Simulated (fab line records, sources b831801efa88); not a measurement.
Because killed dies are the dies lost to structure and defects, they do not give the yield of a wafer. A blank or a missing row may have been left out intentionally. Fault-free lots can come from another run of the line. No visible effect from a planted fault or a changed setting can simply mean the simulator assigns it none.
Problem report in the 8D (eight disciplines) form, filled by code	flow gf180mcu	the parts of the form that need people (team, actions taken, sign-off) are left out

## 1. WHAT IS WRONG
M1_ALCU_RS at GF_M1_RS_MEAS_05 reads a mean of 0.0752 ohm/sq on 1 wafer of 1 lot; wafers without a fault read 0.0696 ohm/sq with a standard deviation of 0.0008. Relative to the usual mean, that is a shift of +7.0 standard deviations.
The step: measures by four-point-probe.
Seen first at day 22 18:25 on film_metro-01, wafer L321.2. At this step, 33 wafers from 11 lots have a number in the record. Rule for "out" (also "out of limits"): further than 4 standard deviations from the usual mean. The rest of the wafers with a number are treated as sound.

## 2. WHAT IT IS, AND WHAT IT ISN'T
question	is	is not
which readings at this step	M1_ALCU_RS	-
which lots	L321	L303, L304, L306, L308, L309, L312, L314, L318, L325, L326
which wafers of those lots	L321.2	L321.1, L321.3
read on which gauges	film_metro-01	film_metro-02, film_metro-03
when	from day 22 18:25	up to then (26 sound wafers); but 6 sound wafers of L325, L326 came after

## 3. WHAT RULES OUT EACH SUSPECT
Counting: a tool at a process step up to the reading stays a suspect if it ran every lot that is out. Sound lots after the first of them don't rule it out here, since some wafers of a struck lot are sound.
- the gauge at GF_M1_RS_MEAS_05 is ruled out. All the wafers that are out were read on film_metro-01, but those of them that GF_M1_METAL_ETCH_16 has rows for are out there too, on other tools.
- pvd_sputter-01 at GF_M1_SPUTTER_01 (material TiN, target thk 30 nm, time 25 s): kept. It ran the lot that is out, L321 (day 22 18:17); its last sound lot up to then is L314 (day 20 13:35).
- pvd_sputter-01 at GF_M1_SPUTTER_02 (material AlCu, target thk 450 nm, time 23.9 s): kept. It ran the lot that is out, L321 (day 22 18:19); its last sound lot up to then is L314 (day 20 13:37).
Remaining after the count are pvd_sputter-01 at GF_M1_SPUTTER_01 and pvd_sputter-01 at GF_M1_SPUTTER_02.

## 4. THE CAUSE (what the simulator had put in)
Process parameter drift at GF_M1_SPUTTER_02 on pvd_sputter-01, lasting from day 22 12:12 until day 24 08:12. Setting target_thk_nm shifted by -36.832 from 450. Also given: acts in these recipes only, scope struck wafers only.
After counting, 2 suspects remain, this tool included.

## 5. SEQUENCE OF EFFECTS, ordered by route
Each row: a reading whose mean over the struck wafers that have a number lies more than 3 standard deviations from the usual. Only readings whose record carries a usual standard deviation are examined. hours: median over the lots of the time between each lot's start at the first step of this table that gives one and its start at this step. sigmas: the change, counted in usual standard deviations.
hours	step	reading	usual	on struck wafers	change	sigmas
0	GF_M1_RS_MEAS_05	M1_ALCU_RS	0.0696 ohm/sq	0.0752	+0.0056	+7.0
0	GF_M1_THK_MEAS_06	M1_ALCU_THK	450 nm	418	-32	-6.0
23	GF_M1_METAL_ETCH_16	oes_product_au	0.971 a.u.	0.943	-0.028	-4.1
23	GF_M1_METAL_ETCH_16	throttle_valve_pct	28.249 %	28.283	+0.034	+3.1
Here are the process steps it includes:
- GF_M1_METAL_ETCH_16: etches the open film in Cl2/BCl3, stops on SiO2, target depth 627.5 nm, time 104.6 s.
Later steps that measure or inspect, where all struck wafers having a row at the step show a number for every such reading and not one has moved that far: GF_V1_OVL_MEAS_15, GF_V1_THK_MEAS_25.

## 6. HOW IT WOULD HAVE BEEN CAUGHT EARLIER
6 hours passed between the start of the fault at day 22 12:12 and the first reading out of limits at a measuring or inspecting step in this record, taken at day 22 18:25.
No tool reading at GF_M1_SPUTTER_02 that has a usual standard deviation in the record was out on any struck wafer, so an alarm limit of 4 standard deviations on those readings would not have fired.
By day 22 18:25 the whole set of lots that are out, 1 in number, had already begun GF_M1_SPUTTER_02 on pvd_sputter-01. None of them would have been spared by holding the tool at that moment.
